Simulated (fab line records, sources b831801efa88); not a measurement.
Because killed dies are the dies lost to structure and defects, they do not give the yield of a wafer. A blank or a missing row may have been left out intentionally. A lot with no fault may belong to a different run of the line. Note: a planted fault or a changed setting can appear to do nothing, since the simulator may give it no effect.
Struck lot and sound lot, side by side | flow sfqLine | 41 steps out of a route of 325
Sound: these wafers, L113.3, L113.5, L113.6. Wafers L118.1, L118.2, L118.6 were the ones struck. The cause comes at the end.
Per side, at each step with rows, come the tool, then ch with its chambers, and then its first start. Under that, the readings that differ: sound wafers | struck wafers | difference of the means | sigmas: that difference in standard deviations of wafers without a fault.
alike: a reading whose means differ by less than 2 such deviations, as well as words and numbers matching on both sides. not compared: withheld readings; readings where some wafer has no value; bounds like >300 that might hide an equal value; numbers whose values overlap and for which the record gives no deviation.
The two part at a step that has a row with sigmas, a row that says differs or no value, or rows on one side only. Non-overlapping numbers with no deviation appear without sigmas and do not part them. A reading missing from all wafers of one side parts the sides only when that side holds two or more wafers.

SFQ_I3_OVL_MEAS_923:
  sound on overlay-02, day 53 14:53; struck on overlay-02, day 55 10:50
  alike: I3_OVL
then, 1 step without rows for these wafers: SFQ_TRILAYER_I3_VIA_BARC_OPEN_VIA_ETCH_121 (etches BARC in O2, target depth 125 nm, time 41.7 s).
SFQ_TRILAYER_I3_VIA_ETCH_VIA_ETCH_088: etches SiO2 in CHF3, stops on Nb, target depth 260 nm.
  sound on rieDiel-04 ch 2,3, day 53 14:57; struck on rieDiel-03 ch 0,3, day 55 10:55
  alike: drypumpMotorCurrentA, oesProductAu
then, 4 steps without rows for these wafers: SFQ_TRILAYER_I3_VIA_STRIP_STRIP_089 (strips in O2); SFQ_TRILAYER_I3_VIA_STRIP_SOLV_CLEAN_090 (cleans in NMP, time 600 s); SFQ_TRILAYER_M4_DEP_PRE_CLEAN_092 (time 22.5 s); SFQ_TRILAYER_M4_DEP_SPUTTER_091 (material Nb, target thk 200 nm, time 133.3 s).
SFQ_M4_RS_MEAS_924: a four-point-probe measurement.
  sound on filmMetro-02, day 53 16:00; struck on filmMetro-02, day 55 11:56
  alike: M4_NB_RS
then, 3 steps without rows for these wafers: SFQ_TRILAYER_M4_LITHO_COAT_098 (resist thk 62 nm); SFQ_TRILAYER_M4_LITHO_COAT_093 (resist thk 600 nm); SFQ_TRILAYER_M4_LITHO_SOFTBAKE_097.
-- the record jumps here: 4 days lie between the struck wafers' starts before and after --
SFQ_TRILAYER_M4_LITHO_EXPOSE_094: exposes mask M4, target cd 500 nm.
  sound on krfScanner-02 ch 0, day 58 01:18; struck on krfScanner-01 ch 0, day 59 19:55
  alike: mask, reticleTempC
then, 2 steps without rows for these wafers: SFQ_TRILAYER_M4_LITHO_PEB_096 (peb time 60 s); SFQ_TRILAYER_M4_LITHO_DEVELOP_095 (time 60 s).
SFQ_M4_OVL_MEAS_926:
  sound on overlay-02, day 58 02:25; struck on overlay-02, day 59 21:25
  alike: M4_OVL
SFQ_TRILAYER_M4_BARC_OPEN_METAL_ETCH_123: etches BARC in O2, target depth 125 nm, time 41.7 s.
  sound on rieMetal-01 ch 0,1, day 58 02:27; struck on rieMetal-04 ch 0,1, day 59 21:27
reading                  | sound             | struck            | difference | sigmas
drypumpMotorCurrentA (A) | 5.83 5.69 5.83    | 5.34 5.16 5.17    | -0.56      | -2
model.M4.cdNm (nm)       | 502.3 501.4 501.3 | 494.3 485.3 478.2 | -15.7      | 
  alike: oesProductAu
  not compared: rfHoursCounterH
SFQ_TRILAYER_M4_ETCH_METAL_ETCH_096: etches Nb in Cl2/Ar, stops on SiO2, target depth 240 nm, time 120 s.
  sound on rieMetal-01 ch 0,1, day 58 02:32; struck on rieMetal-04 ch 0,1, day 59 21:31
reading                  | sound             | struck            | difference | sigmas
drypumpMotorCurrentA (A) | 5.83 5.74 5.83    | 5.31 5.16 5.18    | -0.58      | -3
model.M4.cdNm (nm)       | 502.4 503.6 500.6 | 493.3 483.8 477.3 | -17.4      | 
  alike: oesProductAu
  not compared: rfHoursCounterH
then, 4 steps without rows for these wafers: SFQ_TRILAYER_M4_STRIP_STRIP_097 (strips in O2); SFQ_TRILAYER_M4_STRIP_SOLV_CLEAN_098 (cleans in NMP, time 600 s); SFQ_TRILAYER_I4_DEP_PECVD_099 (deposits SiO2 from SiH4/N2O, time 111.11 s, target thk 500 nm); SFQ_TRILAYER_I4_CMP_CMP_100 (polishes SiO2).
SFQ_I4_BOW_MEAS_927:
  sound on filmMetro-01, day 58 06:31; struck on filmMetro-01, day 60 01:29
reading     | sound      | struck | difference | sigmas
I4_BOW (um) | -20 -10 -9 | 7 4 13 | +21        | +2
then, 7 steps without rows for these wafers: SFQ_TRILAYER_I4_METRO_MEASURE_101; SFQ_TRILAYER_I4_VIA_LITHO_COAT_108 (resist thk 62 nm); SFQ_TRILAYER_I4_VIA_LITHO_COAT_103 (resist thk 650 nm); SFQ_TRILAYER_I4_VIA_LITHO_SOFTBAKE_107; SFQ_TRILAYER_I4_VIA_LITHO_EXPOSE_104 (exposes mask I4, target cd 700 nm); SFQ_TRILAYER_I4_VIA_LITHO_PEB_106 (peb time 60 s); SFQ_TRILAYER_I4_VIA_LITHO_DEVELOP_105 (time 60 s).
-- the record jumps here: 5 days lie between the struck wafers' starts before and after --
SFQ_I4_OVL_MEAS_928:
  sound on overlay-02, day 63 03:40; struck on overlay-01, day 65 09:22
  alike: I4_OVL
SFQ_TRILAYER_I4_VIA_BARC_OPEN_VIA_ETCH_146: etches BARC in O2, target depth 125 nm, time 41.7 s.
  sound on rieDiel-01 ch 0,3, day 63 03:42; struck on rieDiel-01 ch 0,1,2, day 65 09:24
  alike: drypumpMotorCurrentA, oesProductAu
  not compared: rfHoursCounterH
SFQ_TRILAYER_I4_VIA_ETCH_VIA_ETCH_106: etches SiO2 in CHF3, stops on Nb, target depth 260 nm.
  sound on rieDiel-01 ch 0,3, day 63 03:44; struck on rieDiel-01 ch 0,1,2, day 65 09:26
  alike: drypumpMotorCurrentA, oesProductAu
SFQ_TRILAYER_I4_VIA_STRIP_STRIP_107: strips in O2.
  sound on rieMetal-03 ch 0,1, day 63 04:03; struck on rieMetal-03 ch 0,1, day 65 09:33
  alike: drypumpMotorCurrentA, oesProductAu
  not compared: rfHoursCounterH
then, 2 steps without rows for these wafers: SFQ_TRILAYER_I4_VIA_STRIP_SOLV_CLEAN_108 (cleans in NMP, time 600 s); SFQ_TRILAYER_JJ_TRILAYER_DEP_PRE_CLEAN_113 (time 22.5 s).
SFQ_TRILAYER_JJ_TRILAYER_DEP_SPUTTER_109: material Nb, target thk 150 nm, time 100 s.
  sound on pvdSputter-04, day 63 04:39; struck on pvdSputter-04, day 65 10:21
  alike: chamberPressurePa, throttleValvePct
then, 3 steps without rows for these wafers: SFQ_TRILAYER_JJ_TRILAYER_DEP_SPUTTER_110 (material Al, target thk 8 nm, time 10 s); SFQ_TRILAYER_JJ_TRILAYER_DEP_AL_OXIDATION_111 (oxidation time 600 s); SFQ_TRILAYER_JJ_TRILAYER_DEP_SPUTTER_112 (material Nb, target thk 170 nm, time 113.3 s).
SFQ_JJ_RS_MEAS_929: a four-point-probe measurement.
  sound on filmMetro-02, day 63 05:52; struck on filmMetro-04, day 65 11:32
  alike: JJ_NB_RS
-- the record jumps here: 21 days lie between the struck wafers' starts before and after (it left off in module JJ and takes up again in module M8, whose first step shown is number 325 of the route) --
SFQ_M8_BOW_MEAS_951:
  sound on filmMetro-03, day 85 12:25; struck on filmMetro-03, day 86 07:24
reading              | sound             | struck            | difference | sigmas
model.etest.m4.ohmUm | 1.768 1.768 1.781 | 1.808 1.849 1.855 | +0.065     | 
  alike: M8_BOW

WHERE THEY PART
At SFQ_TRILAYER_M4_BARC_OPEN_METAL_ETCH_123 first; at SFQ_I4_BOW_MEAS_927 last (within this record only). Later steps at which nothing parts them and some readings are alike: SFQ_I4_OVL_MEAS_928, SFQ_TRILAYER_I4_VIA_BARC_OPEN_VIA_ETCH_146, SFQ_TRILAYER_I4_VIA_ETCH_VIA_ETCH_106, SFQ_TRILAYER_I4_VIA_STRIP_STRIP_107, SFQ_TRILAYER_JJ_TRILAYER_DEP_SPUTTER_109, SFQ_JJ_RS_MEAS_929, SFQ_M8_BOW_MEAS_951.

WHY: what the simulator had put in
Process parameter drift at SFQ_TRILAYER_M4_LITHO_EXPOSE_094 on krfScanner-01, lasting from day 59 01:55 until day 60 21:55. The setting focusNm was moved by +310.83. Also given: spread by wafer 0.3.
